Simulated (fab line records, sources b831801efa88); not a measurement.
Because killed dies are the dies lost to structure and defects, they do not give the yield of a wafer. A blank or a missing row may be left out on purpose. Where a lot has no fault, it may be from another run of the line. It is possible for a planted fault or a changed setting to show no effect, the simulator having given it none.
fab line records    flow sfq_line
[record] lots = 6  wafers = 18  last_day = 92
route steps=325 shown M2@92 I2@103 M3@118 I3@133 M8@325
lots that met no fault: from a run of the same line without faults
start_h: hours from the record's first day to the start of the lot's first wafer shown    wait_h: hours since the lot's step before    " the same as in the row above    L1.1+2: a row that stands for several wafers    - no value, or no start given    * or withheld: withheld    < > ~ a bound
route shown NAME@n: NAME is a module with steps in the file, n the number in the route of the first one    usual: the fault-free wafers' mean and standard deviation    same: alike in all rows    chamber/n: place in a boat    sites: per-site readings    _std_site: standard deviation of those values    _edge_site: the outer-site mean with the inner-site mean subtracted    radius_mm: for every site, how far away it sits from the centre of the wafer    mask NAME#n: copy n    behind: the tool/chamber that last shaped the wafer    hold: why the lot went on hold/how many hours it stayed there/how the hold came to an end    device: whichever transistor did not switch (one of n, p or np)    end of line: the route-end tests of the same wafers    for a step that has no rows: nothing shown but its recipe    killed: the dies lost at the first sort to structure and to defects; this is not the yield of the wafer    map: shows each die of a wafer: x if killed, . if not, _ if none is there
set.NAME: setting as actually run; set.NAME@STEP: the setting as run at that earlier step    model.NAME: the simulator's own value behind a step, which no gauge read
lots seen at some steps along the route; tables by step, rows by wafer
services: the hour from which a tool's chamber was out of use, counted from the record's first day as start_h (under 0 if before that day), plus the number of hours and why
[[steps]]
[step SFQ_TRILAYER_M2_LITHO_COAT_062]
[recipe] resist = BARC  spin_rpm = 3000  resist_thk_nm = 62
[step SFQ_TRILAYER_M2_LITHO_COAT_057]
[recipe] resist = KrF  spin_rpm = 3000  resist_thk_nm = 600
[step SFQ_TRILAYER_M2_LITHO_SOFTBAKE_061]
[recipe] temp_c = withheld  time_s = withheld  resist = KrF
[step SFQ_TRILAYER_M2_LITHO_EXPOSE_058]
[recipe] mask_id = M2  na = 0.6  source_shape = conventional  sigma_outer = 0.65  target_cd_nm = 500  dose_mj = 14.4
[step SFQ_TRILAYER_M2_LITHO_PEB_060]
[recipe] peb_temp_c = 115  peb_time_s = 60  resist = KrF
[step SFQ_TRILAYER_M2_LITHO_DEVELOP_059]
[recipe] time_s = 60  resist = KrF
[step SFQ_M2_OVL_MEAS_916]
[usual] M2_OVL = 4/4.7
lot.wafer  tool        chamber  start_h  wait_h  M2_OVL[nm]
L365.2     overlay-02  -        359.58   0.1     3
L365.4     "           -        "        "       4
L365.6     "           -        "        "       3
L368.2     overlay-01  -        476.10   0.1     3
L368.5     "           -        "        "       10
L368.6     "           -        "        "       7
L383.1     overlay-01  -        779.59   0.1     8
L383.2     "           -        "        "       2
L383.5     "           -        "        "       7
L384.2     overlay-01  -        782.38   0.1     3
L384.3     "           -        "        "       3
L384.4     "           -        "        "       3
L385.1     overlay-01  -        785.97   0.1     13
L385.4     "           -        "        "       4
L385.6     "           -        "        "       11
L388.3     overlay-02  -        800.19   0.1     7
L388.4     "           -        "        "       1
L388.5     "           -        "        "       0
[step SFQ_TRILAYER_M2_BARC_OPEN_METAL_ETCH_077]
[recipe] mask_material = PR  chemistry = O2  target_depth_nm = 125  target = BARC  icp_w = 600  bias_w = 80  pressure_mtorr = 10  time_s = 41.7
[step SFQ_TRILAYER_M2_ETCH_METAL_ETCH_060]
[recipe] target = Nb  stop_on = SiO2  mask_material = PR  chemistry = Cl2/Ar  target_depth_nm = 240  icp_w = 600  bias_w = 80  pressure_mtorr = 10  time_s = 120
[usual] drypump_motor_current_A = 5.38/0.26  oes_product_au = 0.891/0.0067
lot.wafer  tool          chamber  start_h  wait_h  drypump_motor_current_A  oes_product_au  rf_hours_counter_h
L365.2     rie_metal-01  0        359.67   0.0     5.87                     0.891           69
L365.4     "             0        "        "       5.86                     0.883           -
L365.6     "             1        "        "       5.38                     0.883           -
L368.2     rie_metal-04  1        476.19   0.0     5.31                     0.897           15
L368.5     "             0        "        "       5.06                     0.897           -
L368.6     "             1        "        "       5.30                     0.895           -
L383.1     rie_metal-01  1        779.68   0.0     5.40                     0.902           4
L383.2     "             0        "        "       5.84                     0.889           129
L383.5     "             0        "        "       5.83                     0.893           -
L384.2     rie_metal-01  0        782.47   0.0     5.85                     0.891           129
L384.3     "             1        "        "       5.38                     0.886           -
L384.4     "             0        "        "       5.86                     0.893           -
L385.1     rie_metal-03  1        786.07   0.0     5.52                     0.885           47
L385.4     "             0        "        "       5.22                     0.890           -
L385.6     "             1        "        "       5.53                     0.885           -
L388.3     rie_metal-03  0        800.31   0.1     5.24                     0.901           -
L388.4     "             1        "        "       5.50                     0.897           -
L388.5     "             1        "        "       5.51                     0.901           -
[step SFQ_TRILAYER_M2_STRIP_STRIP_061]
[recipe] gas = O2  power_w = 200  platen_temp_c = 40  overash_fraction = 0.65  chemistry = O2  pressure_mtorr = 50
[step SFQ_TRILAYER_M2_STRIP_SOLV_CLEAN_062]
[recipe] chemistry = NMP  temp_c = 70  time_s = 600
[step SFQ_TRILAYER_I2_DEP_PECVD_063]
[recipe] material = SiO2  temp_c = 150  time_s = 111.11  pressure_torr = 2.4  rf_w = 183.3  precursor = SiH4/N2O  target_thk_nm = 500
[usual] heater_power_w = 78/14  throttle_valve_pct = 25.0/1.3
lot.wafer  tool      chamber  start_h  wait_h  heater_power_w  throttle_valve_pct
L365.2     pecvd-02  1        360.57   0.0     67              26.6
L365.4     "         1        "        "       71              26.8
L365.6     "         2        "        "       58              24.5
L368.2     pecvd-02  0        477.27   0.0     69              26.3
L368.5     "         0        "        "       55              26.3
L368.6     "         1        "        "       71              27.4
L383.1     pecvd-04  0        780.58   0.0     99              23.8
L383.2     "         1        "        "       62              25.2
L383.5     "         1        "        "       66              25.4
L384.2     pecvd-04  0        783.37   0.0     84              23.9
L384.3     "         1        "        "       61              25.2
L384.4     "         2        "        "       83              24.4
L385.1     pecvd-04  0        786.97   0.0     93              23.9
L385.4     "         0        "        "       94              24.0
L385.6     "         1        "        "       62              25.2
L388.3     pecvd-04  2        801.17   0.0     83              24.1
L388.4     "         0        "        "       97              23.6
L388.5     "         2        "        "       84              24.6
[step SFQ_TRILAYER_I2_CMP_CMP_064]
[recipe] material = SiO2  down_force_psi = 3  platen_rpm = 60  pad_velocity_m_s = 0.94248
[usual] edge_zone_pressure_frac = 1.001/0.005  head_pressure_psi = 3.001/0.0057  motor_current_A = 9.7/0.6  time_to_endpoint_s = 218/8.2
lot.wafer  tool    chamber  start_h  wait_h  edge_zone_pressure_frac  head_pressure_psi  motor_current_A  time_to_endpoint_s  model.SiO2_of_TRILAYER_I2_DEP_PECVD_063.thk_nm
L365.4     cmp-02  1        361.93   1.3     0.997                    2.995              9.8              208                 199.2
L365.2     "       2        "        "       0.999                    2.995              9.6              212                 199.8
L365.6     "       0        363.43   2.8     1.008                    3.003              10.4             219                 200
L368.2     cmp-02  2        480.02   2.7     1.000                    2.996              9.8              218                 201.2
L368.6     "       0        481.02   3.7     1.000                    3.008              10.6             226                 200.1
L368.5     "       1        "        "       0.997                    2.987              9.7              218                 198.7
L383.2     cmp-01  3        787.84   7.2     1.004                    2.992              10.8             208                 200.3
L383.1     "       0        "        "       1.005                    2.994              8.5              223                 201
L383.5     "       2        789.34   8.7     1.002                    3.006              9.2              222                 200.4
L384.3     cmp-02  0        792.56   9.2     -                        -                  -                -                   490.6
L384.4     "       1        "        "       -                        -                  -                -                   502.8
L384.2     "       2        "        "       -                        -                  -                -                   489.2
L385.1     cmp-01  0        799.34   12.3    -                        -                  -                -                   486.3
L385.4     "       1        "        "       -                        -                  -                -                   501.8
L385.6     "       3        800.84   13.8    -                        -                  -                -                   509.7
L388.3     cmp-02  2        834.71   33.5    1.003                    2.985              9.3              220                 200.6
L388.4     "       3        "        "       0.992                    3.000              9.5              222                 200.4
L388.5     "       2        836.71   35.5    1.005                    3.002              9.6              234                 202.4
[step SFQ_I2_BOW_MEAS_917]
[recipe] mode = bow
[usual] I2_BOW = 0/8.7
lot.wafer  tool           chamber  start_h  wait_h  I2_BOW[um]
L365.2     film_metro-03  -        364.45   1.5     12
L365.4     "              -        "        "       -6
L365.6     "              -        "        "       12
L368.2     film_metro-04  -        482.04   1.5     -3
L368.5     "              -        "        "       -3
L368.6     "              -        "        "       -5
L383.1     film_metro-02  -        789.84   1.0     1
L383.2     "              -        "        "       13
L383.5     "              -        "        "       -3
L384.2     film_metro-02  -        795.08   1.0     3
L384.3     "              -        "        "       12
L384.4     "              -        "        "       12
L385.1     film_metro-02  -        801.84   2.0     -22
L385.4     "              -        "        "       -17
L385.6     "              -        "        "       -7
L388.3     film_metro-03  -        837.75   2.5     -3
L388.4     "              -        "        "       0
L388.5     "              -        "        "       -1
[step SFQ_TRILAYER_I2_METRO_MEASURE_065]
[usual] thk_nm = 200.5/1.1
lot.wafer  tool           chamber  start_h  wait_h  thk_nm
L365.2     film_metro-03  -        364.75   0.3     199.7
L365.4     "              -        "        "       199.2
L365.6     "              -        "        "       200.0
L368.2     film_metro-04  -        482.34   0.3     201.1
L368.5     "              -        "        "       198.8
L368.6     "              -        "        "       200.0
L383.1     film_metro-02  -        789.96   0.1     201.0
L383.2     "              -        "        "       200.2
L383.5     "              -        "        "       200.4
L384.2     film_metro-02  -        795.38   0.3     489.3
L384.3     "              -        "        "       490.3
L384.4     "              -        "        "       502.8
L385.1     film_metro-02  -        801.96   0.1     486.7
L385.4     "              -        "        "       502.2
L385.6     "              -        "        "       509.7
L388.3     film_metro-03  -        838.23   0.5     200.6
L388.4     "              -        "        "       200.5
L388.5     "              -        "        "       202.3
[step SFQ_TRILAYER_I2_VIA_LITHO_COAT_072]
[recipe] resist = BARC  spin_rpm = 3000  resist_thk_nm = 62
[step SFQ_TRILAYER_I2_VIA_LITHO_COAT_067]
[recipe] resist = KrF  spin_rpm = 3000  resist_thk_nm = 650
[step SFQ_TRILAYER_I2_VIA_LITHO_SOFTBAKE_071]
[recipe] temp_c = withheld  time_s = withheld  resist = KrF
[step SFQ_TRILAYER_I2_VIA_LITHO_EXPOSE_068]
[recipe] mask_id = I2  na = 0.6  source_shape = conventional  sigma_outer = 0.65  target_cd_nm = 500  dose_mj = 21.3
[step SFQ_TRILAYER_I2_VIA_LITHO_PEB_070]
[recipe] peb_temp_c = 115  peb_time_s = 60  resist = KrF
[step SFQ_TRILAYER_I2_VIA_LITHO_DEVELOP_069]
[recipe] time_s = 60  resist = KrF
[step SFQ_I2_OVL_MEAS_918]
[usual] I2_OVL = -1/6.7
lot.wafer  tool        chamber  start_h  wait_h  I2_OVL[nm]
L365.2     overlay-02  -        517.12   0.1     7
L365.4     "           -        "        "       7
L365.6     "           -        "        "       9
L368.2     overlay-02  -        635.09   0.1     6
L368.5     "           -        "        "       -5
L368.6     "           -        "        "       3
L383.1     overlay-02  -        919.00   0.1     -7
L383.2     "           -        "        "       -15
L383.5     "           -        "        "       -8
L384.2     overlay-02  -        925.01   0.1     -15
L384.3     "           -        "        "       -11
L384.4     "           -        "        "       -12
L385.1     overlay-01  -        929.80   0.1     0
L385.4     "           -        "        "       -7
L385.6     "           -        "        "       -3
L388.3     overlay-01  -        968.92   0.1     1
L388.4     "           -        "        "       5
L388.5     "           -        "        "       -1
[step SFQ_TRILAYER_I2_VIA_BARC_OPEN_VIA_ETCH_096]
[recipe] mask_material = PR  chemistry = O2  target_depth_nm = 125  target = BARC  source_w = 500  bias_w = 80  pressure_mtorr = 30  time_s = 41.7
[step SFQ_TRILAYER_I2_VIA_ETCH_VIA_ETCH_070]
[recipe] target = SiO2  stop_on = Nb  mask_material = PR  taper_deg = 20  chemistry = CHF3  target_depth_nm = 260  source_w = 500  bias_w = 80  pressure_mtorr = 30  time_s = withheld
[usual] drypump_motor_current_A = 6.0/0.59  oes_product_au = 0.856/0.0057
lot.wafer  tool         chamber  start_h  wait_h  drypump_motor_current_A  oes_product_au  model.I2.feature_depth_nm  model.etch.depth_nm
L365.2     rie_diel-02  3        517.19   0.0     5.5                      0.860           199.8                      199.8
L365.4     "            0        "        "       5.0                      0.851           199.2                      199.2
L365.6     "            0        "        "       5.1                      0.854           200                        200
L368.2     rie_diel-03  1        635.16   0.0     5.7                      0.869           201.2                      201.2
L368.5     "            3        "        "       6.7                      0.855           198.7                      198.7
L368.6     "            2        "        "       5.7                      0.853           200.1                      200.1
L383.1     rie_diel-02  1        919.08   0.0     5.8                      0.853           201                        201
L383.2     "            0        "        "       5.0                      0.862           200.3                      200.3
L383.5     "            1        "        "       5.7                      0.859           200.4                      200.4
L384.2     rie_diel-02  0        925.08   0.0     5.0                      1.647           262.6                      262.6
L384.3     "            3        "        "       5.6                      1.602           258.1                      258.1
L384.4     "            1        "        "       5.8                      1.628           261.4                      261.4
L385.1     rie_diel-03  0        929.88   0.0     6.4                      1.595           253.3                      253.3
L385.4     "            2        "        "       5.8                      1.616           256.9                      256.9
L385.6     "            3        "        "       6.7                      1.623           259.9                      259.9
L388.3     rie_diel-02  1        968.99   0.0     5.8                      0.853           200.6                      200.6
L388.4     "            3        "        "       5.6                      0.857           200.4                      200.4
L388.5     "            1        "        "       5.8                      0.873           202.4                      202.4
[step SFQ_TRILAYER_I2_VIA_STRIP_STRIP_071]
[recipe] gas = O2  power_w = 200  platen_temp_c = 40  overash_fraction = 0.65  chemistry = O2  pressure_mtorr = 50
[step SFQ_TRILAYER_I2_VIA_STRIP_SOLV_CLEAN_072]
[recipe] chemistry = NMP  temp_c = 70  time_s = 600
[step SFQ_TRILAYER_M3_DEP_PRE_CLEAN_074]
[recipe] gas = Ar  time_s = 22.5  bias_v = 250
lot.wafer  tool            chamber  start_h  wait_h  model.SiO2_of_TRILAYER_I2_DEP_PECVD_063.thk_nm
L365.2     pvd_sputter-03  -        518.09   0.0     192.3
L365.4     "               -        "        "       191.7
L365.6     "               -        "        "       192.5
L368.2     pvd_sputter-05  -        636.22   0.0     193.7
L368.5     "               -        "        "       191.2
L368.6     "               -        "        "       192.6
L383.1     pvd_sputter-06  -        919.96   0.0     193.5
L383.2     "               -        "        "       192.8
L383.5     "               -        "        "       192.9
L384.2     pvd_sputter-06  -        925.96   0.0     481.7
L384.3     "               -        "        "       483.1
L384.4     "               -        "        "       495.3
L385.1     pvd_sputter-05  -        930.76   0.0     478.8
L385.4     "               -        "        "       494.3
L385.6     "               -        "        "       502.2
L388.3     pvd_sputter-05  -        969.88   0.0     193.1
L388.4     "               -        "        "       192.9
L388.5     "               -        "        "       194.9
[step SFQ_TRILAYER_M3_DEP_SPUTTER_073]
[recipe] material = Nb  base_pressure_pa = 1.33e-06  chamber_pressure_pa = 0.1333  substrate_temp_c = 20  resputter_cathode_voltage_v = 400  target_thk_nm = 200  power_w = 2000  time_s = 133.3
[usual] cathode_dc_power_W = 2000.0/0.41  throttle_valve_pct = 30.0/0.77
lot.wafer  tool            chamber  start_h  wait_h  cathode_dc_power_W  throttle_valve_pct
L365.2     pvd_sputter-03  -        518.12   0.0     2000.5              30.1
L365.4     "               -        "        "       2000.4              29.2
L365.6     "               -        "        "       2000.1              31.1
L368.2     pvd_sputter-05  -        636.25   0.0     1999.9              29.7
L368.5     "               -        "        "       1999.7              29.4
L368.6     "               -        "        "       1999.7              28.9
L383.1     pvd_sputter-06  -        919.99   0.0     1999.7              30.5
L383.2     "               -        "        "       1999.5              30.1
L383.5     "               -        "        "       2000.2              30.4
L384.2     pvd_sputter-06  -        925.99   0.0     2000.4              28.8
L384.3     "               -        "        "       1999.5              30.6
L384.4     "               -        "        "       2000.3              30.5
L385.1     pvd_sputter-05  -        930.79   0.0     2000.4              29.4
L385.4     "               -        "        "       1999.6              29.5
L385.6     "               -        "        "       2000.0              29.4
L388.3     pvd_sputter-05  -        969.90   0.0     1999.6              29.9
L388.4     "               -        "        "       2000.0              29.6
L388.5     "               -        "        "       1999.6              29.7
[step SFQ_M3_RS_MEAS_919]
[recipe] thk_meas_gauge = four-point-probe  reads = Nb_of_TRILAYER_M3_DEP_SPUTTER_073
[usual] M3_NB_RS = 0.890/0.0097
lot.wafer  tool           chamber  start_h  wait_h  M3_NB_RS[ohm/sq]
L365.2     film_metro-01  -        518.23   0.1     0.878
L365.4     "              -        "        "       0.891
L365.6     "              -        "        "       0.890
L368.2     film_metro-02  -        636.36   0.1     0.892
L368.5     "              -        "        "       0.889
L368.6     "              -        "        "       0.897
L383.1     film_metro-03  -        920.08   0.0     0.882
L383.2     "              -        "        "       0.901
L383.5     "              -        "        "       0.880
L384.2     film_metro-03  -        926.10   0.1     0.889
L384.3     "              -        "        "       0.866
L384.4     "              -        "        "       0.871
L385.1     film_metro-01  -        930.88   0.0     0.889
L385.4     "              -        "        "       0.911
L385.6     "              -        "        "       0.906
L388.3     film_metro-01  -        970.04   0.1     0.883
L388.4     "              -        "        "       0.883
L388.5     "              -        "        "       0.888
[step SFQ_TRILAYER_M3_LITHO_COAT_080]
[recipe] resist = BARC  spin_rpm = 3000  resist_thk_nm = 62
[step SFQ_TRILAYER_M3_LITHO_COAT_075]
[recipe] resist = KrF  spin_rpm = 3000  resist_thk_nm = 600
[step SFQ_TRILAYER_M3_LITHO_SOFTBAKE_079]
[recipe] temp_c = withheld  time_s = withheld  resist = KrF
[step SFQ_TRILAYER_M3_LITHO_EXPOSE_076]
[recipe] mask_id = M3  na = 0.6  source_shape = conventional  sigma_outer = 0.65  target_cd_nm = 500  dose_mj = 14.4
[step SFQ_TRILAYER_M3_LITHO_PEB_078]
[recipe] peb_temp_c = 115  peb_time_s = 60  resist = KrF
[step SFQ_TRILAYER_M3_LITHO_DEVELOP_077]
[recipe] time_s = 60  resist = KrF
[step SFQ_M3_OVL_MEAS_921]
[usual] M3_OVL = 2/5.5
lot.wafer  tool        chamber  start_h  wait_h  M3_OVL[nm]
L365.2     overlay-01  -        669.20   0.1     4
L365.4     "           -        "        "       0
L365.6     "           -        "        "       0
L368.2     overlay-01  -        759.63   0.1     4
L368.5     "           -        "        "       9
L368.6     "           -        "        "       -3
L383.1     overlay-02  -        926.29   0.1     -12
L383.2     "           -        "        "       -3
L383.5     "           -        "        "       -7
L384.2     overlay-01  -        934.39   0.1     -2
L384.3     "           -        "        "       7
L384.4     "           -        "        "       2
L385.1     overlay-01  -        936.78   0.1     0
L385.4     "           -        "        "       -10
L385.6     "           -        "        "       -8
L388.3     overlay-02  -        1003.27  0.1     -3
L388.4     "           -        "        "       12
L388.5     "           -        "        "       -10
[step SFQ_TRILAYER_M3_BARC_OPEN_METAL_ETCH_100]
[recipe] mask_material = PR  chemistry = O2  target_depth_nm = 125  target = BARC  icp_w = 600  bias_w = 80  pressure_mtorr = 10  time_s = 41.7
[step SFQ_TRILAYER_M3_ETCH_METAL_ETCH_078]
[recipe] target = Nb  stop_on = SiO2  mask_material = PR  chemistry = Cl2/Ar  target_depth_nm = 240  icp_w = 600  bias_w = 80  pressure_mtorr = 10  time_s = 120
[usual] drypump_motor_current_A = 5.4/0.39  oes_product_au = 0.894/0.0078
lot.wafer  tool          chamber  start_h  wait_h  drypump_motor_current_A  oes_product_au  rf_hours_counter_h
L365.2     rie_metal-02  0        669.29   0.0     5.7                      0.899           45
L365.4     "             0        "        "       5.7                      0.894           -
L365.6     "             1        "        "       4.7                      0.892           -
L368.2     rie_metal-02  0        759.72   0.0     5.7                      0.902           58
L368.5     "             0        "        "       5.7                      0.900           -
L368.6     "             1        "        "       4.7                      0.895           -
L383.1     rie_metal-01  0        926.38   0.0     5.8                      0.903           10
L383.2     "             1        "        "       5.4                      0.887           32
L383.5     "             1        "        "       5.4                      0.896           -
L384.2     rie_metal-02  0        934.48   0.0     5.7                      0.897           86
L384.3     "             1        "        "       4.7                      0.917           -
L384.4     "             0        "        "       5.7                      0.902           -
L385.1     rie_metal-03  0        936.88   0.0     5.3                      0.888           79
L385.4     "             1        "        "       5.5                      0.884           -
L385.6     "             1        "        "       5.5                      0.881           -
L388.3     rie_metal-03  0        1003.40  0.1     5.2                      0.889           -
L388.4     "             1        "        "       5.5                      0.891           -
L388.5     "             1        "        "       5.5                      0.888           -
[step SFQ_TRILAYER_M3_STRIP_STRIP_079]
[recipe] gas = O2  power_w = 200  platen_temp_c = 40  overash_fraction = 0.65  chemistry = O2  pressure_mtorr = 50
[step SFQ_TRILAYER_M3_STRIP_SOLV_CLEAN_080]
[recipe] chemistry = NMP  temp_c = 70  time_s = 600
[step SFQ_TRILAYER_I3_DEP_PECVD_081]
[recipe] material = SiO2  temp_c = 150  time_s = 111.11  pressure_torr = 2.4  rf_w = 183.3  precursor = SiH4/N2O  target_thk_nm = 500
[usual] heater_power_w = 85/17  throttle_valve_pct = 26.2/1.7
lot.wafer  tool      chamber  start_h  wait_h  heater_power_w  throttle_valve_pct
L365.2     pecvd-04  2        670.19   0.0     83              24.1
L365.4     "         2        "        "       84              24.3
L365.6     "         0        "        "       94              23.7
L368.2     pecvd-03  2        761.19   0.0     98              26.0
L368.5     "         1        "        "       102             25.1
L368.6     "         2        "        "       80              25.7
L383.1     pecvd-03  1        927.28   0.0     98              24.8
L383.2     "         2        "        "       89              25.7
L383.5     "         2        "        "       92              25.8
L384.2     pecvd-02  2        935.38   0.0     67              25.7
L384.3     "         1        "        "       74              29.2
L384.4     "         0        "        "       71              27.4
L385.1     pecvd-04  1        937.78   0.0     60              25.8
L385.4     "         0        "        "       106             23.8
L385.6     "         0        "        "       106             24.0
L388.3     pecvd-03  1        1004.26  0.0     105             22.2
L388.4     "         0        "        "       111             24.8
L388.5     "         1        "        "       109             22.5
[step SFQ_M8_BOW_MEAS_951]
[recipe] mode = bow
[usual] M8_BOW = 7/10
lot.wafer  tool           chamber  start_h  wait_h  M8_BOW[um]  model.etest.i2.link_ohm
L365.2     film_metro-03  -        2049.80  0.0     14          1.958
L365.4     "              -        "        "       -2          1.979
L365.6     "              -        "        "       15          1.971
L368.2     film_metro-02  -        2060.60  0.0     10          1.97
L368.5     "              -        "        "       11          1.962
L368.6     "              -        "        "       8           1.972
L383.1     film_metro-04  -        2192.09  0.0     8           1.958
L383.2     "              -        "        "       20          1.965
L383.5     "              -        "        "       5           1.963
L384.2     film_metro-04  -        2199.31  0.0     11          1e+06
L384.3     "              -        "        "       21          1e+06
L384.4     "              -        "        "       22          1e+06
L385.1     film_metro-03  -        2204.09  0.0     -20         1e+06
L385.4     "              -        "        "       -15         1e+06
L385.6     "              -        "        "       -6          1e+06
L388.3     film_metro-02  -        2214.71  0.0     18          1.94
L388.4     "              -        "        "       20          1.942
L388.5     "              -        "        "       20          1.954
[[services]]
tool            chamber  start_h  hours  kind
rie_metal-03    -        337.71   0.3    repair
cmp-02          -        360.64   0.5    repair
pvd_sputter-05  -        363.37   0.6    repair
cmp-02          -        408.43   4.0    pm
rie_metal-03    -        410.89   2.8    pm
pvd_sputter-06  -        411.82   2.3    repair
rie_diel-02     2        430.64   15.1   repair
rie_metal-03    -        436.87   1.8    repair
rie_diel-02     3        438.18   2.5    repair
pecvd-04        -        451.50   3.4    repair
pecvd-04        -        453.04   0.8    repair
cmp-02          -        490.13   0.9    repair
pvd_sputter-05  -        494.04   4.0    repair
pvd_sputter-05  -        500.02   2.7    repair
pvd_sputter-05  -        506.00   7.6    repair
pvd_sputter-05  -        580.30   2.4    repair
pecvd-04        -        625.02   1.0    repair
pecvd-04        -        627.37   0.7    repair
pecvd-04        1        650.63   8.4    repair
pecvd-04        -        676.81   1.6    repair
pvd_sputter-05  -        707.21   2.0    repair
pvd_sputter-05  -        724.28   5.8    repair
pecvd-04        -        733.86   1.5    repair
pecvd-04        2        920.31   19.2   repair
[[key]]
[first_sign] step = SFQ_TRILAYER_I2_CMP_CMP_064  reading = tool_record  direction = missing
[effect] step = SFQ_TRILAYER_I2_METRO_MEASURE_065  reading = thk_nm  direction = up  sigmas = 99+  usual = 200.5  struck = 496.8
[effect] step = SFQ_TRILAYER_I2_VIA_ETCH_VIA_ETCH_070  reading = oes_product_au  direction = up  sigmas = 99+  usual = 0.856  struck = 1.619
[model_effect] step = SFQ_TRILAYER_I2_CMP_CMP_064  value = SiO2_of_TRILAYER_I2_DEP_PECVD_063.thk_nm  without = 200.8  struck = 496.7
[model_effect] step = SFQ_TRILAYER_I2_VIA_ETCH_VIA_ETCH_070  value = I2.feature_depth_nm  without = 200.8  struck = 258.7
[model_effect] step = SFQ_TRILAYER_M3_DEP_PRE_CLEAN_074  value = SiO2_of_TRILAYER_I2_DEP_PECVD_063.thk_nm  without = 193.3  struck = 489.2
[model_effect] step = SFQ_M8_BOW_MEAS_951  value = etest.i2.link_ohm  without = 1.975  struck = 1e+06
met_at SFQ_TRILAYER_I2_CMP_CMP_064
struck_wafers L384.2,L384.3,L384.4,L385.1,L385.4,L385.6
onset_between 787.84 792.56
[fault] kind = skipped_step_whole  tool = cmp-01,cmp-02  chamber = -  onset_h = 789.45  steps = SFQ_TRILAYER_I2_CMP_CMP_064  scope = struck_lots_only
